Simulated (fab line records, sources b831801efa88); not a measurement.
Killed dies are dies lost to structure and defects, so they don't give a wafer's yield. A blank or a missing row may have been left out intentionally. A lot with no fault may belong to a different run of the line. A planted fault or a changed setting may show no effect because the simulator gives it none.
fab line records    flow sky130
[record] lots = 24  wafers = 72  last_day = 50
route steps=708 shown CONTACT@431 METAL1@450 METAL2@498 VIA2@528 METAL3@565
lots that met no fault: taken from a fault-free run of the same line
start_h: hours from the record's first day to the start of the lot's first wafer shown    wait_h: time in hours since the lot's previous step    " unchanged from the row above    L1.1+2: one row covering several wafers at once    - no value, or no start was given    * or withheld: withheld    < > ~ a bound
route shown NAME@n: names a module that has steps shown in the file, with the first one's number in the route    usual: average and standard deviation across the fault-free wafers    same: alike in all rows    chamber/n: place in a boat    sites: readings site by site    _std_site: the standard deviation of these    _edge_site: the outer-site mean with the inner-site mean subtracted    radius_mm: for every site, how far away it sits from the centre of the wafer    mask NAME#n: copy n    behind: the last tool/chamber to shape the wafer    hold: reason for holding the lot/hours on hold/outcome of the hold    device: which transistor (n, p or np) failed to switch    end of line: the same wafers' tests at the end of the route    step lacking rows: just its recipe    killed: dies lost to structure and defects at the first sort, not the wafer's yield    map: a wafer's dies, x killed, . not, _ none there
set.NAME: the setting as run; set.NAME@STEP: as run at that earlier step    model.NAME: the simulator's own value behind a step, which no gauge read
route steps across a sampled set of lots; one table per step, one row per wafer
services: the hour from which a tool's chamber was out of use, counted from the record's first day as start_h (under 0 if before that day), plus the number of hours and why
[[steps]]
[step SKY_CONTACT_RS_MEAS_25]
[recipe] thk_meas_gauge = four-point-probe  reads = W_of_CONTACT_CVD_24+TiN_of_CONTACT_SPUTTER_23
[usual] CONTACT_W_RS = 0.337/0.0038
lot.wafer  tool           chamber  start_h  wait_h  CONTACT_W_RS[ohm/sq]
L074.3     film_metro-04  -        741.09   0.1     0.335
L074.4     "              -        "        "       0.333
L074.6     "              -        "        "       0.332
L075.2     film_metro-03  -        747.58   0.1     0.336
L075.3     "              -        "        "       0.336
L075.5     "              -        "        "       0.337
L076.2     film_metro-01  -        751.85   0.1     0.337
L076.4     "              -        "        "       0.333
L076.6     "              -        "        "       0.332
L077.2     film_metro-01  -        758.64   0.1     0.341
L077.4     "              -        "        "       0.341
L077.5     "              -        "        "       0.338
L078.1     film_metro-03  -        765.58   0.1     0.345
L078.2     "              -        "        "       0.339
L078.3     "              -        "        "       0.342
L079.2     film_metro-03  -        773.68   0.1     0.344
L079.3     "              -        "        "       0.336
L079.5     "              -        "        "       0.341
L080.1     film_metro-03  -        782.57   0.1     0.333
L080.4     "              -        "        "       0.341
L080.5     "              -        "        "       0.335
L081.1     film_metro-03  -        802.85   0.1     0.339
L081.5     "              -        "        "       0.340
L081.6     "              -        "        "       0.338
L082.2     film_metro-04  -        805.00   0.1     0.345
L082.3     "              -        "        "       0.340
L082.5     "              -        "        "       0.345
L083.1     film_metro-03  -        805.85   0.1     0.335
L083.3     "              -        "        "       0.338
L083.5     "              -        "        "       0.340
L084.1     film_metro-03  -        809.09   0.1     0.333
L084.4     "              -        "        "       0.336
L084.6     "              -        "        "       0.337
L085.1     film_metro-04  -        820.43   0.1     0.332
L085.4     "              -        "        "       0.332
L085.5     "              -        "        "       0.339
L086.1     film_metro-04  -        829.91   0.1     0.332
L086.3     "              -        "        "       0.335
L086.4     "              -        "        "       0.335
L087.1     film_metro-01  -        841.33   0.1     0.335
L087.2     "              -        "        "       0.336
L087.3     "              -        "        "       0.332
L088.1     film_metro-04  -        844.28   0.1     0.336
L088.4     "              -        "        "       0.336
L088.6     "              -        "        "       0.336
L089.1     film_metro-01  -        850.05   0.1     0.338
L089.2     "              -        "        "       0.340
L089.4     "              -        "        "       0.338
L090.1     film_metro-03  -        857.44   0.1     0.341
L090.2     "              -        "        "       0.344
L090.5     "              -        "        "       0.339
L091.1     film_metro-04  -        868.22   0.1     0.338
L091.2     "              -        "        "       0.336
L091.3     "              -        "        "       0.337
L092.2     film_metro-03  -        874.46   0.2     0.334
L092.3     "              -        "        "       0.335
L092.5     "              -        "        "       0.334
L093.1     film_metro-01  -        876.51   0.2     0.333
L093.2     "              -        "        "       0.335
L093.3     "              -        "        "       0.335
L094.2     film_metro-03  -        886.17   0.1     0.342
L094.3     "              -        "        "       0.343
L094.4     "              -        "        "       0.346
L095.1     film_metro-04  -        895.22   0.1     0.334
L095.3     "              -        "        "       0.337
L095.4     "              -        "        "       0.332
L096.2     film_metro-03  -        900.01   0.1     0.330
L096.3     "              -        "        "       0.334
L096.5     "              -        "        "       0.334
L097.1     film_metro-01  -        906.29   0.2     0.344
L097.5     "              -        "        "       0.341
L097.6     "              -        "        "       0.342
[step SKY_METAL1_OVL_MEAS_16]
[usual] METAL1_OVL = 1/6.7
lot.wafer  tool        chamber  start_h  wait_h  METAL1_OVL[nm]
L074.3     overlay-02  -        768.48   0.1     -12
L074.4     "           -        "        "       -15
L074.6     "           -        "        "       -8
L075.2     overlay-02  -        774.31   0.1     -1
L075.3     "           -        "        "       3
L075.5     "           -        "        "       5
L076.2     overlay-02  -        778.47   0.1     4
L076.4     "           -        "        "       -1
L076.6     "           -        "        "       6
L077.2     overlay-02  -        785.32   0.1     -4
L077.4     "           -        "        "       0
L077.5     "           -        "        "       2
L078.1     overlay-02  -        792.86   0.1     -2
L078.2     "           -        "        "       6
L078.3     "           -        "        "       2
L079.2     overlay-02  -        801.26   0.1     3
L079.3     "           -        "        "       -9
L079.5     "           -        "        "       -1
L080.1     overlay-02  -        810.17   0.1     -6
L080.4     "           -        "        "       -4
L080.5     "           -        "        "       -11
L081.1     overlay-02  -        829.97   0.1     4
L081.5     "           -        "        "       0
L081.6     "           -        "        "       15
L082.2     overlay-01  -        832.11   0.1     5
L082.3     "           -        "        "       -2
L082.5     "           -        "        "       3
L083.1     overlay-01  -        833.22   0.1     3
L083.3     "           -        "        "       1
L083.5     "           -        "        "       -2
L084.1     overlay-02  -        836.07   0.1     12
L084.4     "           -        "        "       13
L084.6     "           -        "        "       15
L085.1     overlay-01  -        847.87   0.1     -1
L085.4     "           -        "        "       0
L085.5     "           -        "        "       -2
L086.1     overlay-02  -        856.96   0.1     -5
L086.3     "           -        "        "       -7
L086.4     "           -        "        "       8
L087.1     overlay-01  -        868.62   0.1     -11
L087.2     "           -        "        "       -7
L087.3     "           -        "        "       -5
L088.1     overlay-02  -        870.36   0.1     -2
L088.4     "           -        "        "       7
L088.6     "           -        "        "       7
L089.1     overlay-02  -        877.01   0.1     8
L089.2     "           -        "        "       8
L089.4     "           -        "        "       12
L090.1     overlay-01  -        883.92   0.1     -2
L090.2     "           -        "        "       8
L090.5     "           -        "        "       -8
L091.1     overlay-01  -        894.97   0.1     2
L091.2     "           -        "        "       -3
L091.3     "           -        "        "       6
L092.2     overlay-02  -        901.27   0.1     12
L092.3     "           -        "        "       1
L092.5     "           -        "        "       -1
L093.1     overlay-02  -        903.11   0.1     -1
L093.2     "           -        "        "       6
L093.3     "           -        "        "       -6
L094.2     overlay-01  -        912.07   0.1     0
L094.3     "           -        "        "       7
L094.4     "           -        "        "       11
L095.1     overlay-02  -        921.37   0.1     7
L095.3     "           -        "        "       11
L095.4     "           -        "        "       14
L096.2     overlay-01  -        926.52   0.1     -2
L096.3     "           -        "        "       -3
L096.5     "           -        "        "       7
L097.1     overlay-02  -        932.11   0.1     -7
L097.5     "           -        "        "       -13
L097.6     "           -        "        "       2
[step SKY_METAL2_CD_MEAS_15]
[recipe] target_cd_nm = 140
[usual] cd_nm = 139.6/1.6
lot.wafer  tool       chamber  start_h  wait_h  cd_nm
L074.3     cd_sem-01  -        825.02   -       143.4
L074.4     "          -        "        "       142.3
L074.6     "          -        "        "       142.1
L075.2     cd_sem-02  -        829.81   -       138.4
L075.3     "          -        "        "       138.0
L075.5     "          -        "        "       136.9
L076.2     cd_sem-01  -        835.25   -       141.3
L076.4     "          -        "        "       140.2
L076.6     "          -        "        "       139.8
L077.2     cd_sem-02  -        840.97   -       138.2
L077.4     "          -        "        "       138.3
L077.5     "          -        "        "       138.2
L078.1     cd_sem-01  -        849.18   -       139.7
L078.2     "          -        "        "       139.4
L078.3     "          -        "        "       140.0
L079.2     cd_sem-02  -        857.21   -       137.4
L079.3     "          -        "        "       138.5
L079.5     "          -        "        "       137.5
L080.1     cd_sem-01  -        866.13   -       139.7
L080.4     "          -        "        "       139.1
L080.5     "          -        "        "       139.9
L081.1     cd_sem-02  -        886.03   -       137.4
L081.5     "          -        "        "       137.1
L081.6     "          -        "        "       139.1
L082.2     cd_sem-01  -        888.15   -       137.9
L082.3     "          -        "        "       136.8
L082.5     "          -        "        "       139.0
L083.1     cd_sem-01  -        888.60   -       139.7
L083.3     "          -        "        "       139.2
L083.5     "          -        "        "       139.1
L084.1     cd_sem-01  -        891.85   -       141.3
L084.4     "          -        "        "       140.5
L084.6     "          -        "        "       138.3
L085.1     cd_sem-01  -        901.49   -       140.9
L085.4     "          -        "        "       141.7
L085.5     "          -        "        "       143.2
L086.1     cd_sem-01  -        910.50   -       137.3
L086.3     "          -        "        "       138.1
L086.4     "          -        "        "       138.6
L087.1     cd_sem-01  -        922.80   -       140.4
L087.2     "          -        "        "       140.1
L087.3     "          -        "        "       140.7
L088.1     cd_sem-02  -        923.45   -       138.5
L088.4     "          -        "        "       138.4
L088.6     "          -        "        "       138.8
L089.1     cd_sem-02  -        931.35   -       140.7
L089.2     "          -        "        "       140.0
L089.4     "          -        "        "       139.6
L090.1     cd_sem-02  -        935.84   -       141.0
L090.2     "          -        "        "       140.8
L090.5     "          -        "        "       140.2
L091.1     cd_sem-01  -        947.10   -       140.5
L091.2     "          -        "        "       141.1
L091.3     "          -        "        "       141.8
L092.2     cd_sem-02  -        953.31   -       140.2
L092.3     "          -        "        "       143.1
L092.5     "          -        "        "       141.7
L093.1     cd_sem-01  -        955.44   -       137.5
L093.2     "          -        "        "       139.2
L093.3     "          -        "        "       138.7
L094.2     cd_sem-02  -        963.51   -       140.4
L094.3     "          -        "        "       141.4
L094.4     "          -        "        "       139.3
L095.1     cd_sem-01  -        972.49   -       140.5
L095.3     "          -        "        "       139.9
L095.4     "          -        "        "       139.1
L096.2     cd_sem-02  -        977.52   -       141.3
L096.3     "          -        "        "       138.9
L096.5     "          -        "        "       137.3
L097.1     cd_sem-01  -        983.64   -       141.0
L097.5     "          -        "        "       140.6
L097.6     "          -        "        "       142.6
[step SKY_VIA2_CVD_21]
[recipe] material = W  target_thk_nm = 420  time_s = 126.4  temp_c = 400  pressure_torr = 40
[usual] heater_power_w = 814/97  susceptor_temp_C = 400.01/0.2
lot.wafer  tool      chamber  start_h  wait_h  heater_power_w  susceptor_temp_C
L074.3     cvd_w-01  1        853.60   0.1     964             399.83
L074.4     "         0        "        "       833             400.15
L074.6     "         1        "        "       972             399.58
L075.2     cvd_w-02  0        858.46   0.1     644             400.03
L075.3     "         0        "        "       637             400.12
L075.5     "         0        "        "       646             400.10
L076.2     cvd_w-02  1        863.85   0.0     849             400.11
L076.4     "         1        "        "       827             399.96
L076.6     "         0        "        "       630             399.74
L077.2     cvd_w-01  1        869.13   0.0     953             400.04
L077.4     "         1        "        "       917             400.34
L077.5     "         0        "        "       836             399.93
L078.1     cvd_w-02  1        878.46   0.0     847             400.06
L078.2     "         1        "        "       849             400.31
L078.3     "         1        "        "       840             400.33
L079.2     cvd_w-02  0        886.29   0.0     644             400.26
L079.3     "         1        "        "       835             399.66
L079.5     "         1        "        "       837             399.81
L080.1     cvd_w-01  0        894.70   0.0     819             399.76
L080.4     "         1        "        "       963             399.94
L080.5     "         1        "        "       951             400.06
L081.1     cvd_w-01  0        914.01   0.0     839             400.30
L081.5     "         0        "        "       849             400.07
L081.6     "         0        "        "       858             400.12
L082.2     cvd_w-01  0        915.51   0.1     827             400.13
L082.3     "         0        "        "       837             400.26
L082.5     "         0        "        "       833             399.81
L083.1     cvd_w-01  0        916.02   0.0     815             399.90
L083.3     "         0        "        "       836             399.78
L083.5     "         0        "        "       841             399.83
L084.1     cvd_w-02  1        919.37   0.0     806             399.56
L084.4     "         1        "        "       807             399.94
L084.6     "         1        "        "       797             399.90
L085.1     cvd_w-01  0        928.59   0.0     826             399.97
L085.4     "         0        "        "       818             400.00
L085.5     "         0        "        "       831             399.98
L086.1     cvd_w-01  1        936.42   0.0     971             399.77
L086.3     "         1        "        "       958             399.73
L086.4     "         0        "        "       850             400.19
L087.1     cvd_w-02  1        949.64   0.0     807             399.74
L087.2     "         0        "        "       681             400.22
L087.3     "         0        "        "       706             399.71
L088.1     cvd_w-02  0        950.36   0.0     671             399.67
L088.4     "         0        "        "       681             399.71
L088.6     "         0        "        "       681             399.68
L089.1     cvd_w-02  0        958.49   0.0     704             400.03
L089.2     "         1        "        "       813             400.01
L089.4     "         1        "        "       838             400.52
L090.1     cvd_w-01  1        962.82   0.0     960             400.30
L090.2     "         0        "        "       819             399.92
L090.5     "         0        "        "       841             400.12
L091.1     cvd_w-02  1        973.49   0.0     808             400.25
L091.2     "         0        "        "       695             399.97
L091.3     "         1        "        "       813             400.04
L092.2     cvd_w-02  1        979.45   0.0     798             400.14
L092.3     "         0        "        "       700             399.86
L092.5     "         0        "        "       684             399.92
L093.1     cvd_w-02  0        981.82   0.0     684             400.17
L093.2     "         1        "        "       833             400.19
L093.3     "         1        "        "       811             399.99
L094.2     cvd_w-02  0        989.99   0.0     708             400.13
L094.3     "         1        "        "       813             399.77
L094.4     "         0        "        "       687             399.92
L095.1     cvd_w-01  1        998.71   0.0     962             400.13
L095.3     "         1        "        "       976             399.80
L095.4     "         0        "        "       820             399.86
L096.2     cvd_w-01  0        1002.68  0.0     852             400.14
L096.3     "         1        "        "       962             400.29
L096.5     "         1        "        "       973             400.20
L097.1     cvd_w-01  0        1009.76  0.0     857             400.06
L097.5     "         1        "        "       946             399.95
L097.6     "         0        "        "       822             399.92
[step SKY_VIA2_CMP_24]
[recipe] stop_on = SiO2  t_overpolish_s = 20  down_force_psi = 3.5  platen_rpm = 60  target_thk_nm = 0  pad_velocity_m_s = 0.94248
[usual] edge_zone_pressure_frac = 1.000/0.0052  motor_current_A = 11.0/1  overpolish_run_s = 19.999/0.009  time_to_endpoint_s = 102/3.6
lot.wafer  tool    chamber  start_h  wait_h  edge_zone_pressure_frac  motor_current_A  overpolish_run_s  time_to_endpoint_s
L074.3     cmp-02  1        853.97   0.1     1.005                    12.5             20.014            99
L074.4     "       2        "        "       1.006                    10.1             20.000            99
L074.6     "       3        "        "       1.006                    10.5             20.007            98
L075.2     cmp-01  3        858.91   0.1     1.000                    11.5             19.999            104
L075.3     "       0        "        "       1.001                    11.5             20.003            108
L075.5     "       2        "        "       1.005                    11.1             19.993            109
L076.2     cmp-02  3        864.16   0.0     1.008                    10.2             20.002            101
L076.4     "       1        "        "       0.994                    12.9             20.000            100
L076.6     "       3        "        "       0.995                    10.6             20.007            100
L077.2     cmp-02  1        869.49   0.1     0.998                    12.5             19.980            99
L077.4     "       2        "        "       1.006                    10.5             20.004            98
L077.5     "       0        "        "       1.001                    9.6              19.997            96
L078.2     cmp-02  2        878.90   0.0     1.002                    10.3             19.996            106
L078.3     "       3        "        "       1.000                    10.5             19.996            101
L078.1     "       1        "        "       0.995                    13.5             19.996            103
L079.2     cmp-01  0        886.60   0.0     0.999                    11.0             20.009            101
L079.3     "       1        "        "       1.009                    10.5             20.009            100
L079.5     "       1        "        "       1.006                    10.5             19.997            101
L080.4     cmp-02  2        895.11   0.1     1.003                    10.2             20.009            100
L080.1     "       3        "        "       1.003                    10.4             19.983            95
L080.5     "       0        "        "       1.000                    10.2             20.012            96
L081.1     cmp-01  3        914.51   0.1     1.005                    12.3             19.996            99
L081.5     "       2        "        "       0.994                    11.7             19.995            104
L081.6     "       3        "        "       1.008                    11.6             19.987            100
L082.2     cmp-01  3        915.90   0.0     0.994                    11.9             20.005            100
L082.3     "       0        "        "       1.002                    11.5             19.978            104
L082.5     "       3        "        "       0.995                    11.5             19.995            104
L083.1     cmp-01  0        916.46   0.1     1.005                    11.3             20.009            103
L083.3     "       1        "        "       0.994                    10.2             19.998            106
L083.5     "       0        "        "       1.008                    11.5             20.007            103
L084.1     cmp-02  2        919.73   0.1     0.997                    9.9              20.003            105
L084.4     "       0        "        "       1.005                    9.8              19.992            105
L084.6     "       1        "        "       1.005                    12.6             20.004            105
L085.1     cmp-02  2        928.91   0.1     1.002                    10.1             20.006            105
L085.4     "       1        "        "       1.004                    12.7             19.990            100
L085.5     "       2        "        "       0.996                    10.4             19.996            104
L086.4     cmp-01  0        936.73   0.0     1.005                    11.6             19.998            106
L086.3     "       1        "        "       0.997                    10.5             19.999            102
L086.1     "       3        "        "       1.003                    11.6             19.994            102
L087.2     cmp-02  1        949.96   0.0     0.999                    13.1             20.000            98
L087.3     "       2        "        "       1.006                    10.3             19.999            102
L087.1     "       0        "        "       1.004                    9.3              19.989            103
L088.1     cmp-02  1        950.67   0.1     1.004                    12.8             20.005            100
L088.4     "       3        "        "       1.000                    10.4             20.010            96
L088.6     "       1        "        "       1.008                    13.0             20.005            97
L089.4     cmp-02  0        958.81   0.0     0.996                    9.6              19.990            101
L089.1     "       1        "        "       1.001                    12.8             19.996            102
L089.2     "       2        "        "       0.998                    10.1             19.998            103
L090.2     cmp-01  1        963.13   0.0     1.004                    10.2             20.017            104
L090.1     "       0        "        "       1.003                    11.8             19.991            105
L090.5     "       2        "        "       1.004                    11.1             19.994            107
L091.3     cmp-02  2        973.80   0.0     1.002                    9.9              20.005            99
L091.1     "       3        "        "       1.003                    10.5             20.007            97
L091.2     "       0        "        "       1.002                    9.8              20.000            101
L092.2     cmp-01  2        979.76   0.0     1.003                    10.8             19.983            108
L092.3     "       3        "        "       0.994                    12.1             20.002            101
L092.5     "       3        "        "       1.001                    11.8             19.993            101
L093.2     cmp-01  3        982.13   0.0     0.987                    12.0             19.988            105
L093.1     "       0        "        "       0.996                    11.4             20.001            111
L093.3     "       2        "        "       1.003                    11.3             20.001            106
L094.4     cmp-02  3        990.30   0.0     1.001                    11.3             19.993            96
L094.3     "       1        "        "       1.000                    12.5             20.007            99
L094.2     "       2        "        "       0.994                    9.6              20.005            99
L095.1     cmp-01  3        999.02   0.1     1.000                    11.3             19.993            103
L095.4     "       0        "        "       1.000                    11.3             19.984            104
L095.3     "       1        "        "       0.997                    10.3             20.013            104
L096.2     cmp-01  3        1003.05  0.1     0.999                    11.2             20.000            102
L096.3     "       0        "        "       1.012                    10.7             20.017            104
L096.5     "       3        "        "       0.997                    12.1             19.998            101
L097.1     cmp-02  1        1010.07  0.1     0.996                    12.7             19.999            102
L097.5     "       1        "        "       1.018                    12.8             20.009            102
L097.6     "       2        "        "       0.999                    10.3             19.997            102
[step SKY_METAL3_DESCUM_15]
[recipe] chemistry = O2  source_power_w = 150  bias_power_w = 0  pressure_mtorr = 10  temp_c = 40  time_s = 8
[usual] drypump_motor_current_A = 6.0/0.45  oes_product_au = 0.998/0.0071
lot.wafer  tool          chamber  start_h  wait_h  drypump_motor_current_A  oes_product_au  rf_hours_counter_h
L074.3     rie_metal-01  1        907.36   0.0     6.5                      0.999           -
L074.4     "             0        "        "       6.1                      0.982           -
L074.6     "             0        "        "       6.1                      0.987           -
L075.2     rie_metal-01  0        911.75   0.0     6.1                      0.984           19
L075.3     "             0        "        "       6.1                      0.987           -
L075.5     "             1        "        "       6.5                      0.998           -
L076.2     rie_metal-03  1        916.66   0.0     5.1                      1.005           -
L076.4     "             1        "        "       5.1                      1.008           -
L076.6     "             1        "        "       5.1                      1.001           -
L077.2     rie_metal-01  1        921.91   0.0     6.5                      0.991           -
L077.4     "             1        "        "       6.6                      0.990           -
L077.5     "             1        "        "       6.6                      1.001           -
L078.1     rie_metal-03  0        930.40   0.0     5.8                      0.989           0
L078.2     "             1        "        "       5.1                      0.995           7
L078.3     "             1        "        "       5.1                      0.995           -
L079.2     rie_metal-02  1        937.85   0.0     6.2                      1.000           2
L079.3     "             0        "        "       6.1                      0.990           -
L079.5     "             1        "        "       6.2                      1.000           -
L080.1     rie_metal-02  0        945.75   0.0     6.1                      1.001           19
L080.4     "             0        "        "       6.1                      0.999           -
L080.5     "             1        "        "       6.3                      1.011           -
L081.1     rie_metal-02  0        964.80   0.0     6.1                      1.000           20
L081.5     "             1        "        "       6.3                      0.994           -
L081.6     "             0        "        "       6.1                      0.996           -
L082.2     rie_metal-01  0        965.19   0.0     6.1                      0.991           1
L082.3     "             1        "        "       6.5                      1.001           -
L082.5     "             0        "        "       6.1                      0.995           -
L083.1     rie_metal-03  0        965.85   0.0     5.8                      1.002           2
L083.3     "             0        "        "       5.8                      1.001           -
L083.5     "             0        "        "       5.8                      0.997           -
L084.1     rie_metal-02  0        968.60   0.0     6.1                      0.991           20
L084.4     "             1        "        "       6.2                      0.992           -
L084.6     "             1        "        "       6.2                      0.994           -
L085.1     rie_metal-01  1        978.35   0.0     6.6                      0.998           10
L085.4     "             1        "        "       6.5                      0.998           -
L085.5     "             0        "        "       6.1                      1.002           -
L086.1     rie_metal-01  0        986.30   0.0     6.1                      0.996           2
L086.3     "             1        "        "       6.5                      0.990           -
L086.4     "             0        "        "       6.1                      0.998           -
L087.1     rie_metal-02  0        998.90   0.0     6.0                      0.997           22
L087.2     "             1        "        "       6.2                      1.003           5
L087.3     "             1        "        "       6.3                      1.009           -
L088.1     rie_metal-01  1        999.25   0.0     6.6                      1.003           11
L088.4     "             0        "        "       6.1                      0.989           -
L088.6     "             1        "        "       6.5                      0.993           -
L089.1     rie_metal-02  0        1007.29  0.0     6.1                      1.000           22
L089.2     "             1        "        "       6.3                      1.005           6
L089.4     "             1        "        "       6.3                      1.009           -
L090.1     rie_metal-03  0        1011.40  0.0     5.8                      0.996           5
L090.2     "             1        "        "       5.1                      1.011           12
L090.5     "             0        "        "       5.9                      1.003           -
L091.1     rie_metal-01  0        1020.84  0.0     6.1                      0.997           4
L091.2     "             1        "        "       6.6                      0.998           13
L091.3     "             0        "        "       6.1                      0.987           -
L092.2     rie_metal-01  1        1027.75  0.0     6.5                      0.998           13
L092.3     "             1        "        "       6.5                      0.987           -
L092.5     "             1        "        "       6.6                      1.006           -
L093.1     rie_metal-03  0        1029.74  0.0     5.9                      0.997           6
L093.2     "             1        "        "       5.1                      1.001           13
L093.3     "             0        "        "       5.9                      1.002           -
L094.2     rie_metal-02  1        1036.05  0.0     6.3                      0.998           8
L094.3     "             0        "        "       6.0                      0.996           -
L094.4     "             1        "        "       6.3                      1.001           -
L095.1     rie_metal-03  0        1045.40  0.0     5.8                      0.996           8
L095.3     "             0        "        "       5.9                      0.996           -
L095.4     "             0        "        "       5.8                      0.996           -
L096.2     rie_metal-03  0        1050.65  0.0     5.8                      1.005           9
L096.3     "             1        "        "       5.1                      1.012           -
L096.5     "             1        "        "       5.1                      1.005           -
L097.1     rie_metal-02  1        1056.25  0.0     6.2                      1.004           9
L097.5     "             0        "        "       6.1                      0.991           -
L097.6     "             1        "        "       6.3                      1.014           -
[[services]]
tool          chamber  start_h  hours  kind
cvd_w-01      0        834.06   8.0    repair
cmp-02        -        849.84   2.2    repair
cvd_w-02      1        856.37   4.1    repair
cvd_w-02      0        872.98   7.2    repair
rie_metal-01  1        897.80   8.6    repair
rie_metal-01  0        898.06   2.3    repair
cvd_w-01      1        901.89   25.6   repair
cvd_w-02      -        904.00   14.0   pm
cmp-01        -        913.03   0.5    repair
cmp-02        -        917.28   1.7    repair
cmp-02        -        920.17   4.0    pm
cmp-01        -        927.67   1.3    repair
rie_metal-01  -        954.52   0.3    repair
cvd_w-01      -        955.62   6.9    pm
cvd_w-01      -        967.40   28.1   pm
rie_metal-02  1        973.83   2.1    repair
cmp-02        -        975.00   0.6    repair
cmp-01        -        1001.60  0.6    repair
cmp-01        -        1003.63  0.8    repair
cvd_w-01      1        1012.67  3.8    repair
cvd_w-02      0        1017.74  3.4    repair
cmp-01        -        1030.64  0.8    repair
cmp-01        -        1053.99  0.3    repair
cmp-01        -        1054.85  2.2    repair
[[key]]
fault none
